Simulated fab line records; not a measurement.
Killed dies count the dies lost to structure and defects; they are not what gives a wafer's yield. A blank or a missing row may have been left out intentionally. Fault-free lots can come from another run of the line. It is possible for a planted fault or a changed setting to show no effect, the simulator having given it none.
fab line records	flow sky130	part 1 of 2: steps 1 to 25 of 35
[record] lots = 5	wafers = 15	last_day = 50
route steps=708 shown SONOS_ONO@175 GATE_OXIDE@187 POLY_GATE@204 RES_PROTECT@206
lots that met no fault: taken from a fault-free run of the same line
start_h: hours from the record's first day to the start of the lot's first wafer shown	wait_h: hours from the lot's prior step to this one	" same as the row above	L1.1+2: a single row standing in for several wafers	- value missing, or start not given	* or withheld: withheld	< > ~ a bound
route shown NAME@n: names a module that has steps shown in the file, with the first one's number in the route	usual: mean/standard deviation of fault-free wafers	same: alike in all rows	chamber/n: place in a boat	sites: readings site by site	_std_site: the values' standard deviation	_edge_site: mean of outer sites minus mean of inner sites	radius_mm: for every site, how far away it sits from the centre of the wafer	mask NAME#n: copy n	behind: tool/chamber where the wafer was last shaped	hold: reason for holding the lot/hours on hold/outcome of the hold	device: the n, p or np transistor that did not switch	end of line: the route-end tests of the same wafers	a step without rows: its recipe alone	killed: dies that structure and defects cost at the first sort, which is not the same as the wafer's yield	map: a wafer's dies, marking killed ones x, the rest . and places with no die _
set.NAME: the setting as run; set.NAME@STEP: as run at that earlier step	model.NAME: the simulator's own value behind a step, which no gauge read
certain route steps with their lots: each step a table, each wafer a row
services: a tool's chamber out of use, with start hour (start_h, from the record's first day; less than 0 if before it), hours out, and reason
[[steps]]
[step SKY_SONOS_ONO_HMDS_07]
[recipe] prime_time_s = 60	prime_temp_c = 120
[usual] exhaust_pa = 44.8/0.95
lot.wafer	tool	chamber	start_h	wait_h	exhaust_pa
L078.2	litho_track-02	0	299.50	0.1	45.3
L078.5	"	0	"	"	45.8
L078.6	"	0	"	"	43.6
L083.1	litho_track-04	0	345.68	0.1	43.3
L083.3	"	0	"	"	44.0
L083.6	"	0	"	"	43.6
L084.1	litho_track-02	0	351.08	0.1	42.5
L084.2	"	0	"	"	44.9
L084.3	"	0	"	"	43.8
L093.2	litho_track-04	0	416.55	0.1	45.2
L093.3	"	0	"	"	44.6
L093.6	"	0	"	"	44.1
L097.1	litho_track-04	0	454.28	0.1	45.7
L097.3	"	0	"	"	44.6
L097.6	"	0	"	"	46.4
[step SKY_SONOS_ONO_COAT_08]
[recipe] resist = NOVOLAK	spin_rpm = 3000	resist_thk_nm = 1140
[usual] exhaust_pa = 45.1/0.85
lot.wafer	tool	chamber	start_h	wait_h	exhaust_pa
L078.2	litho_track-02	0	299.65	0.1	45.6
L078.5	"	0	"	"	45.8
L078.6	"	0	"	"	46.4
L083.1	litho_track-04	0	345.83	0.1	45.6
L083.3	"	0	"	"	45.1
L083.6	"	0	"	"	45.0
L084.1	litho_track-02	0	351.23	0.1	44.4
L084.2	"	0	"	"	45.3
L084.3	"	0	"	"	45.3
L093.2	litho_track-04	0	416.70	0.1	45.1
L093.3	"	0	"	"	45.3
L093.6	"	0	"	"	45.2
L097.1	litho_track-04	0	454.43	0.1	44.8
L097.3	"	0	"	"	45.9
L097.6	"	0	"	"	44.8
[step SKY_SONOS_ONO_SOFTBAKE_09]
[recipe] temp_c = 90	time_s = 60	resist = NOVOLAK
[usual] exhaust_pa = 44.8/0.81	heater_power_total_W = 56.59/0.045
lot.wafer	tool	chamber	start_h	wait_h	exhaust_pa	heater_power_total_W
L078.2	litho_track-02	0	299.80	0.1	45.4	56.63
L078.5	"	0	"	"	44.5	56.65
L078.6	"	0	"	"	44.3	56.58
L083.1	litho_track-04	0	345.98	0.1	44.8	56.56
L083.3	"	0	"	"	44.2	56.61
L083.6	"	0	"	"	46.4	56.60
L084.1	litho_track-02	0	351.38	0.1	44.2	56.70
L084.2	"	0	"	"	44.9	56.67
L084.3	"	0	"	"	43.2	56.66
L093.2	litho_track-04	0	416.85	0.1	43.8	56.60
L093.3	"	0	"	"	45.7	56.56
L093.6	"	0	"	"	45.1	56.64
L097.1	litho_track-04	0	454.58	0.1	45.1	56.55
L097.3	"	0	"	"	45.9	56.59
L097.6	"	0	"	"	45.7	56.61
[step SKY_SONOS_ONO_EXPOSE_10]
[recipe] mask_id = ONOM	target_cd_nm = 410	na = 0.6	source_shape = conventional	sigma_outer = 0.6	dose_mj = 150
[usual] stage_vel_mm_s = 500.01/0.25
[same] na = 0.6
lot.wafer	tool	chamber	start_h	wait_h	mask	stage_vel_mm_s
L078.2	iline_stepper-01	0	-	-	ONOM#0	499.52
L078.5	"	0	"	"	ONOM#0	499.30
L078.6	"	0	"	"	ONOM#0	499.62
L083.1	iline_stepper-02	0	-	-	ONOM#0	499.77
L083.3	"	0	"	"	ONOM#0	500.08
L083.6	"	0	"	"	ONOM#0	499.51
L084.1	iline_stepper-01	0	-	-	ONOM#0	499.95
L084.2	"	0	"	"	ONOM#0	500.31
L084.3	"	0	"	"	ONOM#0	499.97
L093.2	iline_stepper-01	0	-	-	ONOM#0	500.47
L093.3	"	0	"	"	ONOM#0	500.68
L093.6	"	0	"	"	ONOM#0	500.41
L097.1	iline_stepper-01	0	-	-	ONOM#0	499.96
L097.3	"	0	"	"	ONOM#0	500.16
L097.6	"	0	"	"	ONOM#0	499.89
[step SKY_SONOS_ONO_PEB_11]
[recipe] temp_c = withheld	time_s = *	resist = NOVOLAK
[usual] exhaust_pa = 44.8/0.83
lot.wafer	tool	chamber	start_h	wait_h	exhaust_pa
L078.2	litho_track-04	0	-	-	43.0
L078.5	"	0	"	"	44.2
L078.6	"	0	"	"	44.4
L083.1	litho_track-03	0	-	-	44.7
L083.3	"	0	"	"	44.2
L083.6	"	0	"	"	43.7
L084.1	litho_track-02	0	-	-	44.9
L084.2	"	0	"	"	45.2
L084.3	"	0	"	"	45.3
L093.2	litho_track-02	0	-	-	45.3
L093.3	"	0	"	"	43.7
L093.6	"	0	"	"	45.2
L097.1	litho_track-04	0	-	-	45.2
L097.3	"	0	"	"	46.0
L097.6	"	0	"	"	44.0
[step SKY_SONOS_ONO_DEVELOP_12]
[recipe] develop_time_s = 60	dev_temp_c = 23
[usual] exhaust_pa = 44.9/0.97
lot.wafer	tool	chamber	start_h	wait_h	exhaust_pa
L078.2	litho_track-04	0	311.40	0.1	44.8
L078.5	"	0	"	"	44.3
L078.6	"	0	"	"	44.7
L083.1	litho_track-03	0	360.17	0.1	43.5
L083.3	"	0	"	"	43.1
L083.6	"	0	"	"	45.3
L084.1	litho_track-02	0	365.43	0.1	45.4
L084.2	"	0	"	"	45.7
L084.3	"	0	"	"	45.2
L093.2	litho_track-02	0	432.00	0.1	45.1
L093.3	"	0	"	"	43.5
L093.6	"	0	"	"	44.5
L097.1	litho_track-04	0	469.73	0.1	43.8
L097.3	"	0	"	"	44.0
L097.6	"	0	"	"	43.6
[step SKY_SONOS_ONO_CD_MEAS_13]
[recipe] target_cd_nm = 410
[usual] cd_nm = 410.2/2.3
lot.wafer	tool	chamber	start_h	wait_h	cd_nm
L078.2	cd_sem-01	-	311.55	0.1	406.8
L078.5	"	-	"	"	407.6
L078.6	"	-	"	"	408.2
L083.1	cd_sem-01	-	360.32	0.1	411.7
L083.3	"	-	"	"	411.7
L083.6	"	-	"	"	411.2
L084.1	cd_sem-02	-	365.58	0.1	409.1
L084.2	"	-	"	"	410.4
L084.3	"	-	"	"	410.3
L093.2	cd_sem-01	-	432.15	0.1	407.0
L093.3	"	-	"	"	403.9
L093.6	"	-	"	"	404.7
L097.1	cd_sem-02	-	469.88	0.1	410.7
L097.3	"	-	"	"	410.8
L097.6	"	-	"	"	411.7
[step SKY_SONOS_ONO_OVL_MEAS_14]
[usual] SONOS_ONO_OVL = 0.2/1.4
lot.wafer	tool	chamber	start_h	wait_h	SONOS_ONO_OVL[nm]
L078.2	overlay-02	-	311.66	0.1	-0.6
L078.5	"	-	"	"	1.1
L078.6	"	-	"	"	1.1
L083.1	overlay-02	-	360.44	0.1	0.5
L083.3	"	-	"	"	-1.6
L083.6	"	-	"	"	-1.3
L084.1	overlay-02	-	365.73	0.1	0.0
L084.2	"	-	"	"	-0.4
L084.3	"	-	"	"	-0.1
L093.2	overlay-02	-	432.25	0.1	0.9
L093.3	"	-	"	"	0.3
L093.6	"	-	"	"	-0.8
L097.1	overlay-01	-	470.00	0.1	-0.4
L097.3	"	-	"	"	0.3
L097.6	"	-	"	"	-0.1
[step SKY_SONOS_ONO_ETCH_15]
[recipe] target_depth_nm = 19.52	chemistry = CHF3/O2	source_w = 600	bias_w = 200	pressure_mtorr = 40	chf3_flow_sccm = 50	O2_flow_sccm = 5	time_s = 7.8
[usual] chamber_pressure_mTorr = 40.00/0.04	drypump_motor_current_A = 5.6/0.32	oes_product_au = 1.002/0.0075	throttle_valve_pct = 8.824/0.009
lot.wafer	tool	chamber	start_h	wait_h	chamber_pressure_mTorr	drypump_motor_current_A	oes_product_au	rf_hours_counter_h	throttle_valve_pct
L078.2	rie_diel-02	1	311.69	0.0	39.99	5.7	1.004	48	8.840
L078.5	"	1	"	"	40.00	5.7	1.005	-	8.816
L078.6	"	0	"	"	40.00	5.6	1.008	-	8.828
L083.1	rie_diel-04	0	360.48	0.0	39.98	5.1	1.011	54	8.815
L083.3	"	3	"	"	39.96	5.4	1.002	42	8.821
L083.6	"	2	"	"	39.93	5.2	1.006	-	8.815
L084.1	rie_diel-02	2	365.76	0.0	39.99	6.0	0.993	109	8.838
L084.2	"	3	"	"	39.96	5.3	0.994	2	8.821
L084.3	"	1	"	"	40.02	5.7	1.002	49	8.833
L093.2	rie_diel-02	2	432.28	0.0	39.99	6.0	0.989	0	8.808
L093.3	"	0	"	"	39.98	5.6	1.006	8	8.821
L093.6	"	2	"	"	40.00	6.0	0.999	-	8.821
L097.1	rie_diel-02	2	470.03	0.0	39.97	6.0	1.005	1	8.807
L097.3	"	3	"	"	39.99	5.3	1.005	4	8.816
L097.6	"	1	"	"	40.06	5.7	0.997	-	8.831
[step SKY_SONOS_ONO_WET_ETCH_16]
[recipe] chemistry = dHF	target_depth_nm = 14	dry = n2_spin	target = SiO2	dilution = 100:1	temp_c = 25	time_s = 280
lot.wafer	tool	chamber	start_h	wait_h
L078.2+5+6	wet_bench-02	1	311.71	0.0
L083.1+3+6	wet_bench-02	0	360.50	0.0
L084.1+2+3	wet_bench-03	1	365.78	0.0
L093.2+3+6	wet_bench-03	2	432.30	0.0
L097.1+3+6	wet_bench-02	3	470.06	0.0
[step SKY_SONOS_ONO_STRIP_17]
[recipe] chemistry = O2/N2	power_w = 1400	pressure_mtorr = 1500	platen_temp_c = withheld	o2_flow_sccm = 3000	n2_flow_sccm = 300	overash_fraction = 0.5
[usual] chamber_pressure_mTorr = 1500.0/1.2	drypump_motor_current_A = 5.7/0.34	oes_product_au = 0.711/0.0046	strip_time_to_endpoint_s = 14.11/0.036
lot.wafer	tool	chamber	start_h	wait_h	chamber_pressure_mTorr	drypump_motor_current_A	oes_product_au	rf_hours_counter_h	strip_time_to_endpoint_s
L078.2	plasma_asher-04	0	311.80	0.0	1499.9	5.8	0.710	62	14.09
L078.5	"	0	"	"	1498.9	5.8	0.714	-	14.10
L078.6	"	1	"	"	1498.4	6.0	0.713	-	14.11
L083.1	plasma_asher-04	0	360.59	0.0	1499.8	5.8	0.712	67	14.06
L083.3	"	0	"	"	1499.3	5.8	0.710	-	14.11
L083.6	"	0	"	"	1497.3	5.8	0.711	-	14.10
L084.1	plasma_asher-02	1	365.87	0.0	1500.2	5.8	0.714	25	14.08
L084.2	"	0	"	"	1501.4	5.7	0.711	25	14.06
L084.3	"	1	"	"	1500.4	5.8	0.716	-	14.07
L093.2	plasma_asher-04	1	432.39	0.0	1500.1	6.0	0.708	0	14.10
L093.3	"	0	"	"	1498.6	5.8	0.717	-	14.08
L093.6	"	0	"	"	1501.0	5.8	0.713	-	14.10
L097.1	plasma_asher-04	1	470.14	0.0	1500.7	6.0	0.704	4	14.11
L097.3	"	0	"	"	1500.4	5.8	0.715	-	14.16
L097.6	"	1	"	"	1499.0	6.0	0.709	-	14.13
[step SKY_SONOS_ONO_WET_ETCH_18]
[recipe] chemistry = H3PO4	target_depth_nm = 15	target = Si3N4	temp_c = 160	time_s = 172
lot.wafer	tool	chamber	start_h	wait_h
L078.2+5+6	wet_bench-01	0	311.90	0.1
L083.1+3+6	wet_bench-03	1	360.69	0.1
L084.1+2+3	wet_bench-01	2	365.97	0.1
L093.2+3+6	wet_bench-02	2	432.49	0.1
L097.1+3+6	wet_bench-03	1	470.24	0.1
[step SKY_GATE_OXIDE_CLEAN_00]
[recipe] chemistry = SC1/SC2	mix = 1:4:20	temp_c = 70	time_s = 150	dry = n2_spin
lot.wafer	tool	chamber	start_h	wait_h
L078.2+5+6	wet_bench-02	2	311.96	0.0
L083.1+3+6	wet_bench-01	2	360.75	0.0
L084.1+2+3	wet_bench-03	2	366.04	0.0
L093.2+3+6	wet_bench-03	1	432.55	0.0
L097.1+3+6	wet_bench-02	0	470.30	0.0
[step SKY_GATE_OXIDE_OXIDATION_01]
[recipe] temp_c = 900	ambient = O2	stabilise_s = 600	purge_s = 300	target_thk_a = 102.68	ox_time_s = 1473
[usual] zone_power_upper_pct = 16.21/0.21
lot.wafer	tool	chamber	start_h	wait_h	zone_power_upper_pct
L078.2	furnace-02	0	317.31	5.3	16.37
L078.5	"	0	"	"	16.13
L078.6	"	0	"	"	16.18
L083.1	furnace-02	0	361.63	0.8	16.28
L083.3	"	0	"	"	16.15
L083.6	"	0	"	"	16.26
L084.1	furnace-02	0	367.42	1.3	16.50
L084.2	"	0	"	"	16.69
L084.3	"	0	"	"	16.43
L093.2	furnace-01	0	432.60	0.0	16.04
L093.3	"	0	"	"	16.01
L093.6	"	0	"	"	15.76
L097.1	furnace-01	0	470.35	0.0	16.01
L097.3	"	0	"	"	16.06
L097.6	"	0	"	"	16.10
[step SKY_GATE_OXIDE_THK_MEAS_02]
[recipe] reads = SiO2_of_GATE_OXIDE_OXIDATION_01
[usual] GATE_OXIDE_OXIDATION_00_THK = 10.27/0.18
lot.wafer	tool	chamber	start_h	wait_h	GATE_OXIDE_OXIDATION_00_THK[nm]
L078.2	film_metro-04	-	318.73	0.0	9.97
L078.5	"	-	"	"	10.13
L078.6	"	-	"	"	10.19
L083.1	film_metro-02	-	363.04	0.0	10.27
L083.3	"	-	"	"	10.29
L083.6	"	-	"	"	10.13
L084.1	film_metro-01	-	368.83	0.0	10.47
L084.2	"	-	"	"	10.48
L084.3	"	-	"	"	10.48
L093.2	film_metro-01	-	434.02	0.0	10.24
L093.3	"	-	"	"	10.32
L093.6	"	-	"	"	10.38
L097.1	film_metro-01	-	471.76	0.0	10.42
L097.3	"	-	"	"	10.35
L097.6	"	-	"	"	10.37
[step SKY_GATE_OXIDE_DEHYDRATE_03]
[recipe] temp_c = 200	time_s = 60
[usual] exhaust_pa = 45.0/0.82	heater_power_total_W = 160.39/0.13
lot.wafer	tool	chamber	start_h	wait_h	exhaust_pa	heater_power_total_W
L078.2	litho_track-03	0	330.90	12.2	44.3	160.47
L078.5	"	0	"	"	44.0	160.34
L078.6	"	0	"	"	43.7	160.61
L083.1	litho_track-03	0	376.07	13.0	44.2	160.28
L083.3	"	0	"	"	43.9	160.28
L083.6	"	0	"	"	44.2	160.32
L084.1	litho_track-03	0	382.32	13.5	45.1	160.33
L084.2	"	0	"	"	45.5	160.35
L084.3	"	0	"	"	44.0	160.29
L093.2	litho_track-03	0	449.00	15.0	45.1	160.35
L093.3	"	0	"	"	45.6	160.29
L093.6	"	0	"	"	45.3	160.48
L097.1	litho_track-01	0	486.47	14.7	44.5	160.35
L097.3	"	0	"	"	45.1	160.57
L097.6	"	0	"	"	44.8	160.32
[step SKY_GATE_OXIDE_HMDS_04]
[recipe] prime_time_s = 60	prime_temp_c = 120
[usual] exhaust_pa = 44.8/0.86
lot.wafer	tool	chamber	start_h	wait_h	exhaust_pa
L078.2	litho_track-03	0	331.05	0.1	46.2
L078.5	"	0	"	"	44.1
L078.6	"	0	"	"	44.4
L083.1	litho_track-03	0	376.22	0.1	44.8
L083.3	"	0	"	"	45.1
L083.6	"	0	"	"	44.4
L084.1	litho_track-03	0	382.47	0.1	44.3
L084.2	"	0	"	"	44.2
L084.3	"	0	"	"	44.0
L093.2	litho_track-03	0	449.15	0.1	43.0
L093.3	"	0	"	"	45.9
L093.6	"	0	"	"	45.2
L097.1	litho_track-01	0	486.62	0.1	44.5
L097.3	"	0	"	"	44.1
L097.6	"	0	"	"	44.0
[step SKY_GATE_OXIDE_COAT_05]
[recipe] resist = NOVOLAK	spin_rpm = 3000	resist_thk_nm = 1140
[usual] exhaust_pa = 45.1/0.79
lot.wafer	tool	chamber	start_h	wait_h	exhaust_pa
L078.2	litho_track-03	0	331.20	0.1	44.5
L078.5	"	0	"	"	43.7
L078.6	"	0	"	"	44.3
L083.1	litho_track-03	0	376.37	0.1	45.5
L083.3	"	0	"	"	44.5
L083.6	"	0	"	"	46.7
L084.1	litho_track-03	0	382.62	0.1	45.8
L084.2	"	0	"	"	44.5
L084.3	"	0	"	"	43.5
L093.2	litho_track-03	0	449.30	0.1	44.7
L093.3	"	0	"	"	44.3
L093.6	"	0	"	"	45.4
L097.1	litho_track-01	0	486.77	0.1	44.7
L097.3	"	0	"	"	45.8
L097.6	"	0	"	"	45.0
[step SKY_GATE_OXIDE_SOFTBAKE_06]
[recipe] temp_c = 90	time_s = 60	resist = NOVOLAK
[usual] exhaust_pa = 45.2/0.86	heater_power_total_W = 56.61/0.045
lot.wafer	tool	chamber	start_h	wait_h	exhaust_pa	heater_power_total_W
L078.2	litho_track-03	0	331.35	0.1	47.1	56.58
L078.5	"	0	"	"	45.5	56.59
L078.6	"	0	"	"	46.9	56.64
L083.1	litho_track-03	0	376.52	0.1	45.5	56.64
L083.3	"	0	"	"	45.7	56.70
L083.6	"	0	"	"	46.1	56.63
L084.1	litho_track-03	0	382.77	0.1	46.3	56.63
L084.2	"	0	"	"	44.2	56.59
L084.3	"	0	"	"	45.3	56.49
L093.2	litho_track-03	0	449.45	0.1	44.5	56.63
L093.3	"	0	"	"	44.4	56.74
L093.6	"	0	"	"	44.8	56.63
L097.1	litho_track-01	0	486.92	0.1	43.7	56.62
L097.3	"	0	"	"	44.6	56.64
L097.6	"	0	"	"	44.9	56.69
[step SKY_GATE_OXIDE_EXPOSE_07]
[recipe] mask_id = LVOM	na = 0.6	source_shape = conventional	sigma_outer = 0.6	polarization = unpolarized	target_cd_nm = 600	dose_mj = 170
[usual] stage_vel_mm_s = 500.05/0.25
[same] na = 0.6
lot.wafer	tool	chamber	start_h	wait_h	mask	stage_vel_mm_s
L078.2	iline_stepper-02	0	-	-	LVOM#0	499.78
L078.5	"	0	"	"	LVOM#0	500.17
L078.6	"	0	"	"	LVOM#0	499.67
L083.1	iline_stepper-01	0	-	-	LVOM#0	500.44
L083.3	"	0	"	"	LVOM#0	500.22
L083.6	"	0	"	"	LVOM#0	500.20
L084.1	iline_stepper-02	0	-	-	LVOM#0	499.74
L084.2	"	0	"	"	LVOM#0	499.29
L084.3	"	0	"	"	LVOM#0	499.96
L093.2	iline_stepper-01	0	-	-	LVOM#0	500.29
L093.3	"	0	"	"	LVOM#0	500.19
L093.6	"	0	"	"	LVOM#0	500.07
L097.1	iline_stepper-02	0	-	-	LVOM#0	500.20
L097.3	"	0	"	"	LVOM#0	500.02
L097.6	"	0	"	"	LVOM#0	499.93
[step SKY_GATE_OXIDE_PEB_08]
[recipe] temp_c = withheld	time_s = *	resist = NOVOLAK
[usual] exhaust_pa = 44.9/1
lot.wafer	tool	chamber	start_h	wait_h	exhaust_pa
L078.2	litho_track-03	0	-	-	46.6
L078.5	"	0	"	"	45.8
L078.6	"	0	"	"	46.2
L083.1	litho_track-04	0	-	-	46.6
L083.3	"	0	"	"	46.8
L083.6	"	0	"	"	45.8
L084.1	litho_track-04	0	-	-	45.1
L084.2	"	0	"	"	45.1
L084.3	"	0	"	"	45.8
L093.2	litho_track-04	0	-	-	44.0
L093.3	"	0	"	"	45.5
L093.6	"	0	"	"	45.0
L097.1	litho_track-04	0	-	-	45.9
L097.3	"	0	"	"	44.9
L097.6	"	0	"	"	44.9
[step SKY_GATE_OXIDE_DEVELOP_09]
[recipe] resist = NOVOLAK	developer = TMAH	develop_time_s = 60	dev_temp_c = 23
[usual] exhaust_pa = 45.0/0.91
lot.wafer	tool	chamber	start_h	wait_h	exhaust_pa
L078.2	litho_track-03	0	344.70	0.1	44.5
L078.5	"	0	"	"	44.4
L078.6	"	0	"	"	44.8
L083.1	litho_track-04	0	391.23	0.1	45.4
L083.3	"	0	"	"	46.4
L083.6	"	0	"	"	46.5
L084.1	litho_track-04	0	397.43	0.1	45.3
L084.2	"	0	"	"	45.5
L084.3	"	0	"	"	44.7
L093.2	litho_track-04	0	464.75	0.1	45.4
L093.3	"	0	"	"	44.4
L093.6	"	0	"	"	44.9
L097.1	litho_track-04	0	502.28	0.1	43.9
L097.3	"	0	"	"	43.8
L097.6	"	0	"	"	44.6
[step SKY_GATE_OXIDE_OVL_MEAS_10]
[usual] GATE_OXIDE_OVL = 0.4/1.3
lot.wafer	tool	chamber	start_h	wait_h	GATE_OXIDE_OVL[nm]
L078.2	overlay-01	-	344.83	0.1	-1.2
L078.5	"	-	"	"	0.2
L078.6	"	-	"	"	-0.9
L083.1	overlay-02	-	391.38	0.1	1.2
L083.3	"	-	"	"	0.7
L083.6	"	-	"	"	0.5
L084.1	overlay-02	-	397.58	0.1	3.9
L084.2	"	-	"	"	1.1
L084.3	"	-	"	"	1.3
L093.2	overlay-01	-	464.88	0.1	1.5
L093.3	"	-	"	"	-1.9
L093.6	"	-	"	"	-3.3
L097.1	overlay-02	-	502.43	0.1	1.1
L097.3	"	-	"	"	-0.9
L097.6	"	-	"	"	1.8
[step SKY_GATE_OXIDE_IMPLANT_11]
[recipe] species = B	energy_kev = 10	dose_cm2 = 2.6e+12	tilt_deg = withheld
lot.wafer	tool	chamber	start_h	wait_h
L078.2+5+6	implanter-03	0	344.88	0.0
L083.1+3+6	implanter-02	0	391.41	0.0
L084.1+2+3	implanter-01	0	397.61	0.0
L093.2+3+6	implanter-01	0	464.94	0.0
L097.1+3+6	implanter-02	0	502.46	0.0
[step SKY_GATE_OXIDE_WET_ETCH_12]
[recipe] chemistry = dHF	target_depth_nm = 16.8	dry = n2_spin	target = SiO2	dilution = 100:1	temp_c = 25	time_s = 336
lot.wafer	tool	chamber	start_h	wait_h
L078.2+5+6	wet_bench-02	2	345.01	0.1
L083.1+3+6	wet_bench-02	1	391.56	0.1
L084.1+2+3	wet_bench-02	1	397.76	0.1
L093.2+3+6	wet_bench-02	3	465.06	0.1
L097.1+3+6	wet_bench-03	0	502.61	0.1
